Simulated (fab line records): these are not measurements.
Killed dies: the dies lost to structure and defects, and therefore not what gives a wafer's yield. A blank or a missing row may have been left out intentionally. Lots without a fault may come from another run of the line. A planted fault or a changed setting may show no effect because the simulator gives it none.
Matching of chambers :: flow gf180mcu :: GF_V3_ETCH_16 on rie diel-02: 4 sister chambers
The step etches BARC in N2/H2. 8 wafers are shown with their chamber, then 7 later ones without.

== EACH WAFER AND ITS CHAMBER ==
wafer: L233.5
chamber: 1
drypump motor current A (A): 6.2
h2 flow sccm (sccm): 199.2

wafer: L235.1
chamber: 2
drypump motor current A (A): 5.5
h2 flow sccm (sccm): 199.6

wafer: L235.4
chamber: 1
drypump motor current A (A): 6.3
h2 flow sccm (sccm): 200.1

wafer: L238.1
chamber: 3
drypump motor current A (A): 5.4
h2 flow sccm (sccm): 199.7

wafer: L238.2
chamber: 0
drypump motor current A (A): 5.4
h2 flow sccm (sccm): 200.2

wafer: L238.5
chamber: 2
drypump motor current A (A): 5.5
h2 flow sccm (sccm): 200.0

wafer: L239.1
chamber: 3
drypump motor current A (A): 5.4
h2 flow sccm (sccm): 199.7

wafer: L239.2
chamber: 0
drypump motor current A (A): 5.5
h2 flow sccm (sccm): 199.5

== WAFERS WITH NO CHAMBER GIVEN ==
wafer: L239.6
drypump motor current A (A): 6.3
h2 flow sccm (sccm): 199.5

wafer: L241.1
drypump motor current A (A): 5.5
h2 flow sccm (sccm): 199.7

wafer: L241.2
drypump motor current A (A): 5.4
h2 flow sccm (sccm): 201.1

wafer: L241.3
drypump motor current A (A): 6.3
h2 flow sccm (sccm): 200.0

wafer: L247.1
drypump motor current A (A): 5.5
h2 flow sccm (sccm): 199.8

wafer: L247.5
drypump motor current A (A): 5.4
h2 flow sccm (sccm): 199.6

wafer: L247.6
drypump motor current A (A): 5.5
h2 flow sccm (sccm): 200.4

== THE CHAMBER EACH PASSED THROUGH ==
wafer: L239.6
from the rows above: 1
in truth: 1

wafer: L241.1
from the rows above: can't be placed: 2 or 0 or 3
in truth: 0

wafer: L241.2
from the rows above: can't be placed: 0 or 3 or 2
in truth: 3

wafer: L241.3
from the rows above: 1
in truth: 1

wafer: L247.1
from the rows above: can't be placed: 2 or 0
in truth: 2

wafer: L247.5
from the rows above: can't be placed: 3 or 0 or 2
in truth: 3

wafer: L247.6
from the rows above: can't be placed: 2 or 0 or 3
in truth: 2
2 of 7 placed correctly. Not placeable from these rows: 5 (in 5, the candidates include the true chamber). 0 placed wrongly.
How it was worked out, from the rows above alone: a wafer's distance from a chamber is the root of the sum, over the readings, of the square of ((its reading less the chamber's mean) divided by the reading's scatter). The wafer belongs to the nearest chamber; if the next one is less than 2 further off, it can't be placed. Each chamber's mean is taken over the wafers shown for it. The scatter: take each reading less its chamber's mean, square it, sum over the shown wafers, divide by the number of wafers less the number of chambers, and take the root.
